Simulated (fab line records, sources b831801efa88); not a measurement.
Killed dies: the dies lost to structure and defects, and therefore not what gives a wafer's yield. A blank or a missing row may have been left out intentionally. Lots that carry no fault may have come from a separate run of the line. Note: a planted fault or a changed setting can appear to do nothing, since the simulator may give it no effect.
The same fault as seen by 2 desks / flow gf180mcu / numbers are kept per desk, each desk with only its own; the story behind them comes last

THE TOOL OWNER'S DESK: pvd sputter-03
The tool's own readings at GF_M3_SPUTTER_01 (material TiN, target thk 30 nm, time 25 s): means of the sampled wafers that have a number, for each lot that ran on this tool. If a lot's mean is further than 4 standard deviations from the usual mean, the lot is out of limits and carries the mark OUT (the distance appears in the brackets).
Columns: A = throttle valve pct at GF_M3_SPUTTER_01, usual 30.1 %
lot=L846; first seen here=day 20 03:40; A=29.4
lot=L847; first seen here=day 21 01:41; A=30.0
lot=L852; first seen here=day 22 15:40; A=29.9
lot=L851; first seen here=day 22 19:05; A=29.9
lot=L854; first seen here=day 23 11:49; A=30.7
lot=L855; first seen here=day 23 23:19; A=30.2
lot=L856; first seen here=day 24 03:31; A=30.1
lot=L867; first seen here=day 27 11:18; A=30.2
lot=L868; first seen here=day 27 18:00; A=30.4
Result from this desk: across the 9 lots, nothing is out of limits.

FROM THE METROLOGY DESK
What the gauges read for every lot (on any tool): the sampled wafers with a number, averaged. If a lot's mean is further than 4 standard deviations from the usual mean, the lot is out of limits and carries the mark OUT (the distance appears in the brackets).
Columns: A = M4_OVL at GF_M4_OVL_MEAS_15, usual 0 nm; B = cd nm at GF_V4_CD_MEAS_14, usual 260.1 nm
lot=L846; first seen here=day 23 06:20; A=6; B=260.8
lot=L847; first seen here=day 24 03:21; A=5; B=260.3
lot=L849; first seen here=day 24 08:55; A=1; B=259.9
lot=L852; first seen here=day 25 13:46; A=1; B=261.2
lot=L851; first seen here=day 25 17:19; A=-1; B=259.5
lot=L854; first seen here=day 26 08:30; A=-9; B=260.5
lot=L855; first seen here=day 26 18:33; A=3; B=260.2
lot=L856; first seen here=day 26 23:06; A=-6; B=260.5
lot=L863; first seen here=day 28 23:24; A=2; B=261.8
lot=L865; first seen here=day 29 12:50; A=5; B=259.8
lot=L866; first seen here=day 29 18:28; A=0; B=259.7
lot=L867; first seen here=day 30 00:34; A=-4; B=260.6
lot=L868; first seen here=day 30 06:16; A=-5; B=261.2
Result from this desk: across the 13 lots, nothing is out of limits.

TAKEN TOGETHER
The tool owner's desk saw nothing out of limits.
Nothing out of limits was seen by the metrology desk.

WHAT WAS PUT IN BY THE SIMULATOR
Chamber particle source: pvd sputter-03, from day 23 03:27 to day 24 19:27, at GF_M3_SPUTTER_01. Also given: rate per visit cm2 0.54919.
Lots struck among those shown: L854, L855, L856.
